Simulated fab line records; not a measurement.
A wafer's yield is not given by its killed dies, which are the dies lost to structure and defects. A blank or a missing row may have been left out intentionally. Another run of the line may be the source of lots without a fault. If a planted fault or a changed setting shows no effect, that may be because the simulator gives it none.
Which tool did it?	flow sky130	11 lots, 33 wafers sampled, at 1 step of a route of 708

WHAT THE GAUGES READ, wafer by wafer
SKY_VIA4_BOW_MEAS_03.
lot	measured	on	VIA4_BOW (um)
L119	day 41 18:26	film_metro-01	87 80 83
L121	day 42 04:10	film_metro-03	84 85 78
L122	day 42 14:23	film_metro-04	104 96 86
L125	day 43 10:09	film_metro-04	83 81 88
L128	day 44 17:34	film_metro-01	82 77 85
L134	day 46 05:20	film_metro-03	76 74 73
L136	day 46 17:27	film_metro-03	78 86 93
L135	day 46 18:56	film_metro-01	81 89 71
L138	day 47 02:09	film_metro-03	82 80 73
L140	day 47 11:39	film_metro-03	84 80 63
L141	day 47 16:57	film_metro-01	61 66 63

EACH LOT AND THE TOOL THAT RAN IT (in order: tool; ch and the chambers of the sampled wafers; start)
No process step before these readings appears in the record.

THE ANSWER, worked out from the rows above alone
Rule: usual is defined by the lots themselves. Put in order of their means at a reading, lots are off if they are a third of the lots or fewer, leave a main group of 4 or more, and stand apart from it by a gap of 3 or more times the standard deviation of the main group's means; of several such gaps the widest counts. Not used: any main group whose means are identical at the precision the tables above print for the reading. Also off: a lot with no number at a reading for which 4 or more lots have one. Where the step has rows for the other lots, those lots are counted as sound.
No lot is off at any reading shown: from this, nothing can be told.

WHAT WAS PUT IN BY THE SIMULATOR
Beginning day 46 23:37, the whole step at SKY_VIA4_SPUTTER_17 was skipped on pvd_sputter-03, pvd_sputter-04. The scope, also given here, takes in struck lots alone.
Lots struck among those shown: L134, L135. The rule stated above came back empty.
